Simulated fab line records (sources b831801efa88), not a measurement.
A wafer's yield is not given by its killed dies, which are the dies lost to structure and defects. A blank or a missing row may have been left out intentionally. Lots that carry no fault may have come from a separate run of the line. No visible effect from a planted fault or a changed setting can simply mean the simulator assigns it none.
Tool commonality check -- flow gf180mcu -- 39 wafers sampled across 13 lots

THE REASON FOR OPENING IT
Of 13 lots, 2 have the reading TOP_METAL_ALCU_RS flagged at GF_TOP_METAL_RS_MEAS_05. Fault-free wafers read 0.0327 ohm/sq, with a standard deviation of 0.00031.
Rule: a lot is flagged when every wafer of it that has a number lies more than 4 standard deviations from that mean, or none has a number. The other lots count as sound.

lot,measured,on,"TOP_METAL_ALCU_RS (ohm/sq), wafer by wafer",flag
L477,day 27 13:37,film-metro-02,0.0327 0.0329 0.0332,
L481,day 28 16:28,film-metro-03,0.0325 0.0322 0.0327,
L483,day 29 08:50,film-metro-03,0.0324 0.0320 0.0322,
L484,day 29 09:48,film-metro-03,0.0330 0.0328 0.0328,
L485,day 29 21:58,film-metro-02,0.0325 0.0328 0.0326,
L486,day 29 23:50,film-metro-03,0.0330 0.0328 0.0330,
L487,day 30 08:46,film-metro-03,0.0330 0.0331 0.0327,
L488,day 30 19:04,film-metro-01,0.0327 0.0329 0.0327,
L489,day 30 21:38,film-metro-01,0.0327 0.0330 0.0324,
L490,day 30 22:29,film-metro-01,0.0327 0.0328 0.0327,
L491,day 31 11:25,film-metro-01,0.0320 0.0326 0.0322,
L499,day 33 06:50,film-metro-03,0.1130 0.1191 0.1181,FLAGGED
L500,day 33 12:37,film-metro-01,0.1093 0.1113 0.1131,FLAGGED
Averaged over the flagged lots the numbers come to 0.1140 ohm/sq, +0.0813 ohm/sq from the usual (+99 or more standard deviations).

TOOL THAT RAN EACH LOT
The record keeps 1 process step preceding the reading, out of 602 steps on the route. Each cell gives the tool, then ch followed by the chambers the sampled wafers passed through, then the start.
lot,flag,GF_TOP_METAL_SPUTTER_02
L477,,"pvd-sputter-02, day 27 13:29"
L481,,"pvd-sputter-03, day 28 16:23"
L483,,"pvd-sputter-04, day 29 08:45"
L484,,"pvd-sputter-03, day 29 09:40"
L485,,"pvd-sputter-03, day 29 21:50"
L486,,"pvd-sputter-04, day 29 23:44"
L487,,"pvd-sputter-02, day 30 08:39"
L488,,"pvd-sputter-04, day 30 18:57"
L489,,"pvd-sputter-04, day 30 21:29"
L490,,"pvd-sputter-04, day 30 22:24"
L491,,"pvd-sputter-04, day 31 11:17"
L499,FLAGGED,"pvd-sputter-03, day 33 06:44"
L500,FLAGGED,"pvd-sputter-03, day 33 12:32"
What these steps do:
- GF_TOP_METAL_SPUTTER_02: material AlCu, target thk 900 nm, time 47.82 s.
- GF_TOP_METAL_RS_MEAS_05: measures by four-point-probe.

FLAGGED AGAINST TOTAL, ONE TOOL AT A TIME (gauges that did the reading follow at the end)
step,tool,lots run,flagged,share of the flagged lots,sound lots run after its first flagged lot
GF_TOP_METAL_SPUTTER_02,pvd-sputter-02,2,0,none,-
GF_TOP_METAL_SPUTTER_02,pvd-sputter-03,5,2,all,0
GF_TOP_METAL_SPUTTER_02,pvd-sputter-04,6,0,none,-
GF_TOP_METAL_RS_MEAS_05,film-metro-01,5,1,some,0
GF_TOP_METAL_RS_MEAS_05,film-metro-02,2,0,none,-
GF_TOP_METAL_RS_MEAS_05,film-metro-03,6,1,some,0

WHAT THE TABLE ALLOWS
1 row of the table ran every flagged lot: pvd-sputter-03 at GF_TOP_METAL_SPUTTER_02.
- pvd-sputter-03 at GF_TOP_METAL_SPUTTER_02: 2 of its 5 lots flagged. A fault beginning between L485 (day 29 21:50), its last sound lot, and L499 (day 33 06:44), its first flagged one, fits the data.
pvd-sputter-03 at GF_TOP_METAL_SPUTTER_02 is the single tool remaining.

WHAT THE SIMULATOR HAD INSERTED
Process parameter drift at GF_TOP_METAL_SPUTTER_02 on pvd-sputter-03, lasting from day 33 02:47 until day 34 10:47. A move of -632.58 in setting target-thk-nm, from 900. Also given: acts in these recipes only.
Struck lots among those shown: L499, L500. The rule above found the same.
